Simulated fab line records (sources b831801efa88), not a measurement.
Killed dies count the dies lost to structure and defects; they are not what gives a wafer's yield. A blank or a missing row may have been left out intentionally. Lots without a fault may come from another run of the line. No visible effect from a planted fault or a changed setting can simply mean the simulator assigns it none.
Chamber matching    flow gf180mcu    GF_CONTACT_CMP_04 on cmp-02 has 4 sister chambers
The step polishes SiO2. 4 wafers are shown with their chamber, then 12 later ones without.

== EACH WAFER AND ITS CHAMBER ==
wafer   chamber  motor_current_A (A)
L091.6  2        15.5
L092.1  0        11.1
L092.2  3        12.8
L092.5  1        10.6

== WAFERS WITHOUT THEIR CHAMBER ==
wafer   motor_current_A (A)
L093.3  15.9
L093.4  12.1
L093.6  12.8
L094.3  11.9
L094.4  15.5
L094.5  15.4
L096.2  16.0
L096.3  10.7
L096.4  11.9
L097.1  15.5
L097.2  12.5
L097.6  10.6

== THE CHAMBER EACH PASSED THROUGH ==
wafer    from the rows above            in truth
L093.3   2                              2
L093.4   can't be placed: 3 or 0 or 1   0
L093.6   3                              3
L094.3   can't be placed: 0 or 3 or 1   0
L094.4   2                              2
L094.5   2                              2
L096.2   2                              2
L096.3   can't be placed: 1 or 0        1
L096.4   can't be placed: 0 or 3 or 1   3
L097.1   2                              2
L097.2   3                              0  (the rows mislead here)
L097.6   can't be placed: 1 or 0        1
6 of 12 placed correctly. Unplaceable from these rows: 5, with the true chamber sitting among the candidates in 5. Wrongly placed: 1.
How it was worked out, from the rows above alone: a wafer's distance from a chamber is the root of the sum, over the readings, of the square of ((its reading less the chamber's mean) divided by the reading's scatter). If the next closest chamber is less than 2 further off than the closest, the wafer can't be placed; otherwise it belongs to the closest. A chamber's mean is the mean of its shown wafers. The scatter (one wafer shown for each chamber): square how far every hidden wafer sits from the nearest shown wafer, average those squares and take the square root.
